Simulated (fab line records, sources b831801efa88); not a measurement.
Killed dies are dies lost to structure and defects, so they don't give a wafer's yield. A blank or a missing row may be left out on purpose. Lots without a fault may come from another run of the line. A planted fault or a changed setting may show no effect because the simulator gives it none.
Problem report in the 8D (eight disciplines) form, filled by code | flow gf180mcu | the parts of the form that need people (team, actions taken, sign-off) are left out

1. THE PROBLEM
HV_LDD_3_TW at GF_HV_LDD_TW_MEAS_38 reads a mean of 1300 on 6 wafers of 2 lots; wafers without a fault read 1425 with a standard deviation of 9.4. That is -13 standard deviations from the usual mean.
First seen on wafer L844.1, day 13 09:58, on film_metro-03. The record holds 42 wafers of 14 lots with a number at this step. Rule for "out", or "out of limits": more than 4 standard deviations from the usual mean. The other wafers with a number count as sound.

2. WHAT IT IS AND WHAT IT IS NOT
question                    | is                           | is not
which readings at this step | HV_LDD_3_TW                  | -
which lots                  | L844, L845                   | L839, L840, L841, L842, L843, L851, L852, L853, L858, L859, L860, L861
which wafers of those lots  | all that have a number       | -
read on which gauges        | film_metro-03, film_metro-04 | -
when                        | from day 13 09:58            | up to then (15 sound wafers); but 21 sound wafers of L851, L852, L853, L858, L859, L860, L861 came after

3. SUSPECTS, AND WHAT RULES EACH OUT
Counting: a tool at a process step up to the reading stays a suspect if it ran every lot that is out and no sound lot after the first of them.
- the gauge at GF_HV_LDD_TW_MEAS_38: ruled out. The wafers that are out were read on 2 gauges (film_metro-03, film_metro-04).
- implanter-04 at GF_HV_LDD_IMPLANT_35: ruled out as a lasting fault. Sound lots L851, L852, L853, L858, L860 ran on it after its first lot that is out, L844 (day 13 09:34).
Left after counting: nothing in the record.

4. THE CAUSE (what the simulator had put in)
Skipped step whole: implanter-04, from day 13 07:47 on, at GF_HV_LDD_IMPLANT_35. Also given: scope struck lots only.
Counting ruled it out, wrongly: the rule takes a fault to strike every lot that its tool runs from its start on, and this one did not.

5. THE CHAIN OF EFFECTS, in route order
Each row: a reading whose mean over the struck wafers that have a number lies more than 3 standard deviations from the usual. Only readings for which the record gives a usual standard deviation are gone through. hours: the time from each lot's start at the first step in this table that gives one to its start at this step, as a median over the lots. sigmas: the change in usual standard deviations.
hours | step                 | reading     | usual        | on struck wafers | change | sigmas
0     | GF_HV_LDD_TW_MEAS_38 | HV_LDD_3_TW | 1425         | 1300             | -124   | -13
21    | GF_HV_LDD_RS_MEAS_53 | HV_LDD_RS   | 418.5 ohm/sq | 439.4            | +20.9  | +23
Readings that are blank on the struck wafers while sound wafers have them: beam_energy_keV at GF_HV_LDD_IMPLANT_35; beam_on_s at GF_HV_LDD_IMPLANT_35; rotation_deg at GF_HV_LDD_IMPLANT_35.

6. WHAT WOULD HAVE CAUGHT IT SOONER
In this record the first reading out of limits at a measuring or inspecting step was taken at day 13 09:58, 2 hours after the fault began at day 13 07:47.
At GF_HV_LDD_IMPLANT_35 the tool's readings are blank on the struck wafers, where sound wafers have them: an empty tool record is the first sign, and it was there at once.
